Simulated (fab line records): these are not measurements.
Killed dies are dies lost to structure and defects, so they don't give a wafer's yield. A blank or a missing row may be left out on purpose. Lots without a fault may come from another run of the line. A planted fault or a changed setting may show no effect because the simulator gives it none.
fab line records :: flow sky130 :: part 2 of 2: steps 25 to 34 of 34
record:
  lots: 5
  wafers: 15
  lastDay: 48
route steps=708 shown METAL2@501 VIA2@507 METAL3@532
lots that met no fault: from a run of the same line without faults
startH: start of the lot's first displayed wafer, in hours after the record's first day :: waitH: hours since the lot's step before :: " identical to the entry in the row above :: L1.1+2: a row that stands for several wafers :: - value missing, or start not given :: * or withheld: withheld :: < > ~ a bound
route shown NAME@n: NAME is a module with steps in the file, n the number in the route of the first one :: usual: mean and standard deviation over wafers with no fault :: same: alike in all rows :: chamber/n: place in a boat :: sites: readings site by site :: _std_site: standard deviation of those values :: _edge_site: outer sites' mean less inner sites' :: radiusMm: for every site, how far away it sits from the centre of the wafer :: mask NAME#n: copy n :: behind: the most recent tool/chamber to have shaped the wafer :: hold: cause of the lot's hold/its duration in hours/its outcome :: device: the transistor (n, p or np) that didn't switch :: end of line: at the end of the route, the tests of the same wafers :: for a step that has no rows: nothing shown but its recipe :: killed: not the wafer's yield, but the dies lost to structure and defects at the first sort :: map: a wafer's dies, x killed, . not, _ none there
set.NAME: the setting as run; set.NAME@STEP: as run at that earlier step :: model.NAME: the simulator's own value behind a step, which no gauge read
lots at some steps of the route; a table a step, a row a wafer
services: the hour from which a tool's chamber was out of use, counted from the record's first day as startH (under 0 if before that day), plus the number of hours and why
== steps ==
step: SKY_VIA2_CLEAN_18
recipe:
  chemistry: IPA
  timeS: 180
  tempC: 25
usual:
  bathHeatDutyPct: 6.3/0.66
lot.wafer: L077.2
tool: wetBench-03
chamber: 3
startH: 859.18
waitH: 0.0
bathHeatDutyPct: 6.6

lot.wafer: L077.3
tool: wetBench-03
chamber: 3
startH: 859.18
waitH: 0.0
bathHeatDutyPct: 6.4

lot.wafer: L077.4
tool: wetBench-03
chamber: 3
startH: 859.18
waitH: 0.0
bathHeatDutyPct: 6.2

lot.wafer: L082.1
tool: wetBench-02
chamber: 3
startH: 892.63
waitH: 0.0
bathHeatDutyPct: 6.6

lot.wafer: L082.3
tool: wetBench-02
chamber: 3
startH: 892.63
waitH: 0.0
bathHeatDutyPct: 7.5

lot.wafer: L082.5
tool: wetBench-02
chamber: 3
startH: 892.63
waitH: 0.0
bathHeatDutyPct: 7.8

lot.wafer: L083.1
tool: wetBench-01
chamber: 0
startH: 904.46
waitH: 0.0
bathHeatDutyPct: 7.0

lot.wafer: L083.2
tool: wetBench-01
chamber: 0
startH: 904.46
waitH: 0.0
bathHeatDutyPct: 6.0

lot.wafer: L083.4
tool: wetBench-01
chamber: 0
startH: 904.46
waitH: 0.0
bathHeatDutyPct: 7.3

lot.wafer: L088.3
tool: wetBench-01
chamber: 0
startH: 935.24
waitH: 0.0
bathHeatDutyPct: 7.0

lot.wafer: L088.4
tool: wetBench-01
chamber: 0
startH: 935.24
waitH: 0.0
bathHeatDutyPct: 7.0

lot.wafer: L088.6
tool: wetBench-01
chamber: 0
startH: 935.24
waitH: 0.0
bathHeatDutyPct: 7.2

lot.wafer: L091.2
tool: wetBench-03
chamber: 1
startH: 959.37
waitH: 0.0
bathHeatDutyPct: 6.1

lot.wafer: L091.3
tool: wetBench-03
chamber: 1
startH: 959.37
waitH: 0.0
bathHeatDutyPct: 6.6

lot.wafer: L091.4
tool: wetBench-03
chamber: 1
startH: 959.37
waitH: 0.0
bathHeatDutyPct: 6.0
step: SKY_VIA2_CLEAN_19
recipe:
  chemistry: O3/DIW
  dry: n2Spin
lot.wafer: L077.2+3+4
tool: wetBench-03
chamber: 0
startH: 859.24
waitH: 0.0

lot.wafer: L082.1+3+5
tool: wetBench-03
chamber: 3
startH: 892.69
waitH: 0.0

lot.wafer: L083.1+2+4
tool: wetBench-02
chamber: 1
startH: 904.53
waitH: 0.0

lot.wafer: L088.3+4+6
tool: wetBench-02
chamber: 3
startH: 935.30
waitH: 0.0

lot.wafer: L091.2+3+4
tool: wetBench-01
chamber: 2
startH: 959.50
waitH: 0.0
step: SKY_VIA2_SPUTTER_20
recipe:
  material: TiN
  targetThkNm: 20
  chamberPressurePa: 5
  powerW: 4000
  timeS: 80
usual:
  throttleValvePct: 29.4/1.4
lot.wafer: L077.2
tool: pvdSputter-04
chamber: -
startH: 859.33
waitH: 0.0
throttleValvePct: 28.6

lot.wafer: L077.3
tool: pvdSputter-04
chamber: -
startH: 859.33
waitH: 0.0
throttleValvePct: 30.2

lot.wafer: L077.4
tool: pvdSputter-04
chamber: -
startH: 859.33
waitH: 0.0
throttleValvePct: 28.7

lot.wafer: L082.1
tool: pvdSputter-01
chamber: -
startH: 892.87
waitH: 0.0
throttleValvePct: 32.2

lot.wafer: L082.3
tool: pvdSputter-01
chamber: -
startH: 892.87
waitH: 0.0
throttleValvePct: 28.9

lot.wafer: L082.5
tool: pvdSputter-01
chamber: -
startH: 892.87
waitH: 0.0
throttleValvePct: 32.0

lot.wafer: L083.1
tool: pvdSputter-01
chamber: -
startH: 904.63
waitH: 0.0
throttleValvePct: 28.6

lot.wafer: L083.2
tool: pvdSputter-01
chamber: -
startH: 904.63
waitH: 0.0
throttleValvePct: 28.6

lot.wafer: L083.4
tool: pvdSputter-01
chamber: -
startH: 904.63
waitH: 0.0
throttleValvePct: 29.0

lot.wafer: L088.3
tool: pvdSputter-02
chamber: -
startH: 935.39
waitH: 0.0
throttleValvePct: 28.7

lot.wafer: L088.4
tool: pvdSputter-02
chamber: -
startH: 935.39
waitH: 0.0
throttleValvePct: 30.4

lot.wafer: L088.6
tool: pvdSputter-02
chamber: -
startH: 935.39
waitH: 0.0
throttleValvePct: 27.1

lot.wafer: L091.2
tool: pvdSputter-02
chamber: -
startH: 959.60
waitH: 0.0
throttleValvePct: 28.6

lot.wafer: L091.3
tool: pvdSputter-02
chamber: -
startH: 959.60
waitH: 0.0
throttleValvePct: 30.8

lot.wafer: L091.4
tool: pvdSputter-02
chamber: -
startH: 959.60
waitH: 0.0
throttleValvePct: 30.4
step: SKY_VIA2_CVD_21
recipe:
  material: W
  targetThkNm: 420
  timeS: 126.4
  tempC: 400
  pressureTorr: 40
usual:
  heaterPowerW: 942/110
lot.wafer: L077.2
tool: cvdW-01
chamber: 1
startH: 859.39
waitH: 0.0
heaterPowerW: 882
sinceWetCleanH: 455

lot.wafer: L077.3
tool: cvdW-01
chamber: 1
startH: 859.39
waitH: 0.0
heaterPowerW: 910
sinceWetCleanH: -

lot.wafer: L077.4
tool: cvdW-01
chamber: 0
startH: 859.39
waitH: 0.0
heaterPowerW: 1072
sinceWetCleanH: -

lot.wafer: L082.1
tool: cvdW-01
chamber: 1
startH: 892.94
waitH: 0.0
heaterPowerW: 923
sinceWetCleanH: 489

lot.wafer: L082.3
tool: cvdW-01
chamber: 1
startH: 892.94
waitH: 0.0
heaterPowerW: 884
sinceWetCleanH: -

lot.wafer: L082.5
tool: cvdW-01
chamber: 0
startH: 892.94
waitH: 0.0
heaterPowerW: 1075
sinceWetCleanH: -

lot.wafer: L083.1
tool: cvdW-01
chamber: 1
startH: 904.69
waitH: 0.0
heaterPowerW: 862
sinceWetCleanH: 501

lot.wafer: L083.2
tool: cvdW-01
chamber: 0
startH: 904.69
waitH: 0.0
heaterPowerW: 1113
sinceWetCleanH: 501

lot.wafer: L083.4
tool: cvdW-01
chamber: 1
startH: 904.69
waitH: 0.0
heaterPowerW: 913
sinceWetCleanH: -

lot.wafer: L088.3
tool: cvdW-01
chamber: 0
startH: 935.50
waitH: 0.1
heaterPowerW: 1073
sinceWetCleanH: -

lot.wafer: L088.4
tool: cvdW-01
chamber: 1
startH: 935.50
waitH: 0.1
heaterPowerW: 875
sinceWetCleanH: -

lot.wafer: L088.6
tool: cvdW-01
chamber: 0
startH: 935.50
waitH: 0.1
heaterPowerW: 1066
sinceWetCleanH: -

lot.wafer: L091.2
tool: cvdW-01
chamber: 0
startH: 959.66
waitH: 0.0
heaterPowerW: 1113
sinceWetCleanH: 556

lot.wafer: L091.3
tool: cvdW-01
chamber: 0
startH: 959.66
waitH: 0.0
heaterPowerW: 1085
sinceWetCleanH: -

lot.wafer: L091.4
tool: cvdW-01
chamber: 1
startH: 959.66
waitH: 0.0
heaterPowerW: 916
sinceWetCleanH: -
step: SKY_VIA2_RS_MEAS_22
recipe:
  thkMeasGauge: four-point-probe
  reads: W_of_VIA2_CVD_21+TiN_of_VIA2_SPUTTER_20
usual:
  VIA2_W_RS: 0.2742/0.0027
lot.wafer: L077.2
tool: filmMetro-01
chamber: -
startH: 859.54
waitH: 0.1
VIA2_W_RS[ohm/sq]: 0.2774

lot.wafer: L077.3
tool: filmMetro-01
chamber: -
startH: 859.54
waitH: 0.1
VIA2_W_RS[ohm/sq]: 0.2756

lot.wafer: L077.4
tool: filmMetro-01
chamber: -
startH: 859.54
waitH: 0.1
VIA2_W_RS[ohm/sq]: 0.2783

lot.wafer: L082.1
tool: filmMetro-01
chamber: -
startH: 893.07
waitH: 0.1
VIA2_W_RS[ohm/sq]: 0.2727

lot.wafer: L082.3
tool: filmMetro-01
chamber: -
startH: 893.07
waitH: 0.1
VIA2_W_RS[ohm/sq]: 0.2701

lot.wafer: L082.5
tool: filmMetro-01
chamber: -
startH: 893.07
waitH: 0.1
VIA2_W_RS[ohm/sq]: 0.2683

lot.wafer: L083.1
tool: filmMetro-03
chamber: -
startH: 904.82
waitH: 0.1
VIA2_W_RS[ohm/sq]: 0.2775

lot.wafer: L083.2
tool: filmMetro-03
chamber: -
startH: 904.82
waitH: 0.1
VIA2_W_RS[ohm/sq]: 0.2770

lot.wafer: L083.4
tool: filmMetro-03
chamber: -
startH: 904.82
waitH: 0.1
VIA2_W_RS[ohm/sq]: 0.2716

lot.wafer: L088.3
tool: filmMetro-03
chamber: -
startH: 935.62
waitH: 0.1
VIA2_W_RS[ohm/sq]: 0.2703

lot.wafer: L088.4
tool: filmMetro-03
chamber: -
startH: 935.62
waitH: 0.1
VIA2_W_RS[ohm/sq]: 0.2734

lot.wafer: L088.6
tool: filmMetro-03
chamber: -
startH: 935.62
waitH: 0.1
VIA2_W_RS[ohm/sq]: 0.2702

lot.wafer: L091.2
tool: filmMetro-02
chamber: -
startH: 959.81
waitH: 0.1
VIA2_W_RS[ohm/sq]: 0.2750

lot.wafer: L091.3
tool: filmMetro-02
chamber: -
startH: 959.81
waitH: 0.1
VIA2_W_RS[ohm/sq]: 0.2747

lot.wafer: L091.4
tool: filmMetro-02
chamber: -
startH: 959.81
waitH: 0.1
VIA2_W_RS[ohm/sq]: 0.2713
step: SKY_VIA2_THK_MEAS_23
recipe:
  thkMeasGauge: xrf
  reads: W_of_VIA2_CVD_21
usual:
  VIA2_W_THK: 391/6.2
lot.wafer: L077.2
tool: filmMetro-01
chamber: -
startH: 859.65
waitH: 0.1
VIA2_W_THK[nm]: 383

lot.wafer: L077.3
tool: filmMetro-01
chamber: -
startH: 859.65
waitH: 0.1
VIA2_W_THK[nm]: 384

lot.wafer: L077.4
tool: filmMetro-01
chamber: -
startH: 859.65
waitH: 0.1
VIA2_W_THK[nm]: 384

lot.wafer: L082.1
tool: filmMetro-01
chamber: -
startH: 893.19
waitH: 0.1
VIA2_W_THK[nm]: 391

lot.wafer: L082.3
tool: filmMetro-01
chamber: -
startH: 893.19
waitH: 0.1
VIA2_W_THK[nm]: 391

lot.wafer: L082.5
tool: filmMetro-01
chamber: -
startH: 893.19
waitH: 0.1
VIA2_W_THK[nm]: 392

lot.wafer: L083.1
tool: filmMetro-03
chamber: -
startH: 904.94
waitH: 0.1
VIA2_W_THK[nm]: 389

lot.wafer: L083.2
tool: filmMetro-03
chamber: -
startH: 904.94
waitH: 0.1
VIA2_W_THK[nm]: 390

lot.wafer: L083.4
tool: filmMetro-03
chamber: -
startH: 904.94
waitH: 0.1
VIA2_W_THK[nm]: 400

lot.wafer: L088.3
tool: filmMetro-03
chamber: -
startH: 935.72
waitH: 0.1
VIA2_W_THK[nm]: 404

lot.wafer: L088.4
tool: filmMetro-03
chamber: -
startH: 935.72
waitH: 0.1
VIA2_W_THK[nm]: 401

lot.wafer: L088.6
tool: filmMetro-03
chamber: -
startH: 935.72
waitH: 0.1
VIA2_W_THK[nm]: 404

lot.wafer: L091.2
tool: filmMetro-02
chamber: -
startH: 959.92
waitH: 0.1
VIA2_W_THK[nm]: 392

lot.wafer: L091.3
tool: filmMetro-02
chamber: -
startH: 959.92
waitH: 0.1
VIA2_W_THK[nm]: 393

lot.wafer: L091.4
tool: filmMetro-02
chamber: -
startH: 959.92
waitH: 0.1
VIA2_W_THK[nm]: 398
step: SKY_VIA2_CMP_24
recipe:
  stopOn: SiO2
  tOverpolishS: 20
  downForcePsi: 3.5
  platenRpm: 60
  targetThkNm: 0
  padVelocityMS: 0.94248
usual:
  motorCurrentA: 10.6/0.97
  overpolishRunS: 20.002/0.0093
  timeToEndpointS: 102/3.8
same:
  tOverpolishS: 20
lot.wafer: L077.4
tool: cmp-01
chamber: 3
startH: 859.70
waitH: 0.0
motorCurrentA: 10.6
overpolishRunS: 19.995
timeToEndpointS: 94

lot.wafer: L077.3
tool: cmp-01
chamber: 1
startH: 859.70
waitH: 0.0
motorCurrentA: 10.2
overpolishRunS: 20.007
timeToEndpointS: 99

lot.wafer: L077.2
tool: cmp-01
chamber: 2
startH: 859.70
waitH: 0.0
motorCurrentA: 10.7
overpolishRunS: 20.014
timeToEndpointS: 97

lot.wafer: L082.3
tool: cmp-01
chamber: 2
startH: 893.35
waitH: 0.1
motorCurrentA: 10.8
overpolishRunS: 19.997
timeToEndpointS: 105

lot.wafer: L082.1
tool: cmp-01
chamber: 3
startH: 893.35
waitH: 0.1
motorCurrentA: 10.7
overpolishRunS: 20.000
timeToEndpointS: 103

lot.wafer: L082.5
tool: cmp-01
chamber: 0
startH: 893.35
waitH: 0.1
motorCurrentA: 9.4
overpolishRunS: 20.007
timeToEndpointS: 105

lot.wafer: L083.2
tool: cmp-02
chamber: 1
startH: 905.00
waitH: 0.0
motorCurrentA: 10.9
overpolishRunS: 20.020
timeToEndpointS: 98

lot.wafer: L083.1
tool: cmp-02
chamber: 3
startH: 905.00
waitH: 0.0
motorCurrentA: 10.5
overpolishRunS: 19.999
timeToEndpointS: 105

lot.wafer: L083.4
tool: cmp-02
chamber: 0
startH: 905.00
waitH: 0.0
motorCurrentA: 11.2
overpolishRunS: 20.006
timeToEndpointS: 104

lot.wafer: L088.4
tool: cmp-01
chamber: 0
startH: 935.76
waitH: 0.0
motorCurrentA: 9.8
overpolishRunS: 20.005
timeToEndpointS: 108

lot.wafer: L088.3
tool: cmp-01
chamber: 1
startH: 935.76
waitH: 0.0
motorCurrentA: 10.6
overpolishRunS: 20.008
timeToEndpointS: 108

lot.wafer: L088.6
tool: cmp-01
chamber: 0
startH: 935.76
waitH: 0.0
motorCurrentA: 8.7
overpolishRunS: 20.013
timeToEndpointS: 106

lot.wafer: L091.2
tool: cmp-01
chamber: 0
startH: 959.97
waitH: 0.0
motorCurrentA: 9.6
overpolishRunS: 20.003
timeToEndpointS: 106

lot.wafer: L091.3
tool: cmp-01
chamber: 2
startH: 959.97
waitH: 0.0
motorCurrentA: 11.5
overpolishRunS: 20.014
timeToEndpointS: 104

lot.wafer: L091.4
tool: cmp-01
chamber: 3
startH: 959.97
waitH: 0.0
motorCurrentA: 10.4
overpolishRunS: 20.006
timeToEndpointS: 105
step: SKY_METAL3_SPUTTER_00
recipe:
  material: Ti
  targetThkNm: 15
  powerW: 3000
  timeS: 10
  chamberPressurePa: 0.4
usual:
  throttleValvePct: 29.7/1.2
lot.wafer: L077.2
tool: pvdSputter-03
chamber: -
startH: 860.00
waitH: 0.1
throttleValvePct: 28.9

lot.wafer: L077.3
tool: pvdSputter-03
chamber: -
startH: 860.00
waitH: 0.1
throttleValvePct: 31.3

lot.wafer: L077.4
tool: pvdSputter-03
chamber: -
startH: 860.00
waitH: 0.1
throttleValvePct: 29.0

lot.wafer: L082.1
tool: pvdSputter-03
chamber: -
startH: 893.55
waitH: 0.1
throttleValvePct: 28.8

lot.wafer: L082.3
tool: pvdSputter-03
chamber: -
startH: 893.55
waitH: 0.1
throttleValvePct: 28.8

lot.wafer: L082.5
tool: pvdSputter-03
chamber: -
startH: 893.55
waitH: 0.1
throttleValvePct: 31.4

lot.wafer: L083.1
tool: pvdSputter-04
chamber: -
startH: 905.30
waitH: 0.1
throttleValvePct: 28.7

lot.wafer: L083.2
tool: pvdSputter-04
chamber: -
startH: 905.30
waitH: 0.1
throttleValvePct: 28.6

lot.wafer: L083.4
tool: pvdSputter-04
chamber: -
startH: 905.30
waitH: 0.1
throttleValvePct: 31.2

lot.wafer: L088.3
tool: pvdSputter-01
chamber: -
startH: 936.06
waitH: 0.2
throttleValvePct: 29.1

lot.wafer: L088.4
tool: pvdSputter-01
chamber: -
startH: 936.06
waitH: 0.2
throttleValvePct: 28.8

lot.wafer: L088.6
tool: pvdSputter-01
chamber: -
startH: 936.06
waitH: 0.2
throttleValvePct: 28.4

lot.wafer: L091.2
tool: pvdSputter-01
chamber: -
startH: 960.27
waitH: 0.2
throttleValvePct: 28.8

lot.wafer: L091.3
tool: pvdSputter-01
chamber: -
startH: 960.27
waitH: 0.2
throttleValvePct: 28.3

lot.wafer: L091.4
tool: pvdSputter-01
chamber: -
startH: 960.27
waitH: 0.2
throttleValvePct: 31.9
step: SKY_METAL3_SPUTTER_01
recipe:
  material: TiN
  targetThkNm: 20
  powerW: 6500
  timeS: 16.7
  chamberPressurePa: 0.4
usual:
  throttleValvePct: 29.7/1.2
lot.wafer: L077.2
tool: pvdSputter-03
chamber: -
startH: 860.03
waitH: 0.0
throttleValvePct: 29.0

lot.wafer: L077.3
tool: pvdSputter-03
chamber: -
startH: 860.03
waitH: 0.0
throttleValvePct: 31.4

lot.wafer: L077.4
tool: pvdSputter-03
chamber: -
startH: 860.03
waitH: 0.0
throttleValvePct: 28.8

lot.wafer: L082.1
tool: pvdSputter-03
chamber: -
startH: 893.57
waitH: 0.0
throttleValvePct: 28.8

lot.wafer: L082.3
tool: pvdSputter-03
chamber: -
startH: 893.57
waitH: 0.0
throttleValvePct: 28.8

lot.wafer: L082.5
tool: pvdSputter-03
chamber: -
startH: 893.57
waitH: 0.0
throttleValvePct: 31.3

lot.wafer: L083.1
tool: pvdSputter-04
chamber: -
startH: 905.32
waitH: 0.0
throttleValvePct: 28.9

lot.wafer: L083.2
tool: pvdSputter-04
chamber: -
startH: 905.32
waitH: 0.0
throttleValvePct: 28.9

lot.wafer: L083.4
tool: pvdSputter-04
chamber: -
startH: 905.32
waitH: 0.0
throttleValvePct: 30.9

lot.wafer: L088.3
tool: pvdSputter-01
chamber: -
startH: 936.09
waitH: 0.0
throttleValvePct: 29.1

lot.wafer: L088.4
tool: pvdSputter-01
chamber: -
startH: 936.09
waitH: 0.0
throttleValvePct: 28.5

lot.wafer: L088.6
tool: pvdSputter-01
chamber: -
startH: 936.09
waitH: 0.0
throttleValvePct: 28.8

lot.wafer: L091.2
tool: pvdSputter-01
chamber: -
startH: 960.29
waitH: 0.0
throttleValvePct: 28.8

lot.wafer: L091.3
tool: pvdSputter-01
chamber: -
startH: 960.29
waitH: 0.0
throttleValvePct: 28.4

lot.wafer: L091.4
tool: pvdSputter-01
chamber: -
startH: 960.29
waitH: 0.0
throttleValvePct: 32.1
step: SKY_METAL3_SPUTTER_02
recipe:
  material: AlCu
  targetThkNm: 735
  powerW: 10600
  timeS: 39.1
  chamberPressurePa: 0.4
usual:
  throttleValvePct: 29.7/1.2
lot.wafer: L077.2
tool: pvdSputter-03
chamber: -
startH: 860.05
waitH: 0.0
throttleValvePct: 29.2

lot.wafer: L077.3
tool: pvdSputter-03
chamber: -
startH: 860.05
waitH: 0.0
throttleValvePct: 31.6

lot.wafer: L077.4
tool: pvdSputter-03
chamber: -
startH: 860.05
waitH: 0.0
throttleValvePct: 28.8

lot.wafer: L082.1
tool: pvdSputter-03
chamber: -
startH: 893.59
waitH: 0.0
throttleValvePct: 29.0

lot.wafer: L082.3
tool: pvdSputter-03
chamber: -
startH: 893.59
waitH: 0.0
throttleValvePct: 28.7

lot.wafer: L082.5
tool: pvdSputter-03
chamber: -
startH: 893.59
waitH: 0.0
throttleValvePct: 31.4

lot.wafer: L083.1
tool: pvdSputter-04
chamber: -
startH: 905.35
waitH: 0.0
throttleValvePct: 28.4

lot.wafer: L083.2
tool: pvdSputter-04
chamber: -
startH: 905.35
waitH: 0.0
throttleValvePct: 28.9

lot.wafer: L083.4
tool: pvdSputter-04
chamber: -
startH: 905.35
waitH: 0.0
throttleValvePct: 30.9

lot.wafer: L088.3
tool: pvdSputter-01
chamber: -
startH: 936.11
waitH: 0.0
throttleValvePct: 28.8

lot.wafer: L088.4
tool: pvdSputter-01
chamber: -
startH: 936.11
waitH: 0.0
throttleValvePct: 28.8

lot.wafer: L088.6
tool: pvdSputter-01
chamber: -
startH: 936.11
waitH: 0.0
throttleValvePct: 28.9

lot.wafer: L091.2
tool: pvdSputter-01
chamber: -
startH: 960.32
waitH: 0.0
throttleValvePct: 28.8

lot.wafer: L091.3
tool: pvdSputter-01
chamber: -
startH: 960.32
waitH: 0.0
throttleValvePct: 28.7

lot.wafer: L091.4
tool: pvdSputter-01
chamber: -
startH: 960.32
waitH: 0.0
throttleValvePct: 31.7
== services ==
tool: wetBench-01
chamber: -
startH: 825.67
hours: 38.4
kind: pm

tool: rieDiel-01
chamber: 1
startH: 827.46
hours: 6.3
kind: repair

tool: rieDiel-01
chamber: 2
startH: 829.35
hours: 10.1
kind: repair

tool: wetBench-02
chamber: -
startH: 831.93
hours: 31.8
kind: repair

tool: rieDiel-03
chamber: 0
startH: 839.57
hours: 15.2
kind: repair

tool: rieMetal-04
chamber: 1
startH: 854.78
hours: 7.0
kind: repair

tool: rieMetal-01
chamber: -
startH: 859.83
hours: 2.8
kind: pm

tool: cvdW-01
chamber: 0
startH: 866.13
hours: 1.4
kind: repair

tool: cvdW-01
chamber: 0
startH: 870.71
hours: 8.8
kind: repair

tool: rieDiel-03
chamber: 0
startH: 875.14
hours: 11.4
kind: repair

tool: pvdSputter-03
chamber: -
startH: 875.89
hours: 0.6
kind: repair

tool: wetBench-01
chamber: -
startH: 876.34
hours: 1.2
kind: repair

tool: wetBench-04
chamber: -
startH: 882.45
hours: 3.7
kind: repair

tool: plasmaAsher-01
chamber: -
startH: 888.50
hours: 3.1
kind: repair

tool: pvdSputter-04
chamber: -
startH: 889.50
hours: 1.2
kind: repair

tool: wetBench-01
chamber: -
startH: 899.66
hours: 4.4
kind: pm

tool: cmp-01
chamber: -
startH: 901.02
hours: 5.0
kind: repair

tool: rieDiel-01
chamber: 1
startH: 905.60
hours: 3.3
kind: repair

tool: pvdSputter-04
chamber: -
startH: 906.30
hours: 1.9
kind: repair

tool: rieMetal-01
chamber: -
startH: 906.76
hours: 0.6
kind: repair

tool: plasmaAsher-01
chamber: -
startH: 922.68
hours: 2.8
kind: pm

tool: pvdSputter-03
chamber: -
startH: 943.49
hours: 2.7
kind: repair

tool: cmp-01
chamber: -
startH: 954.74
hours: 0.4
kind: repair

tool: cvdW-01
chamber: -
startH: 959.11
hours: 0.5
kind: repair
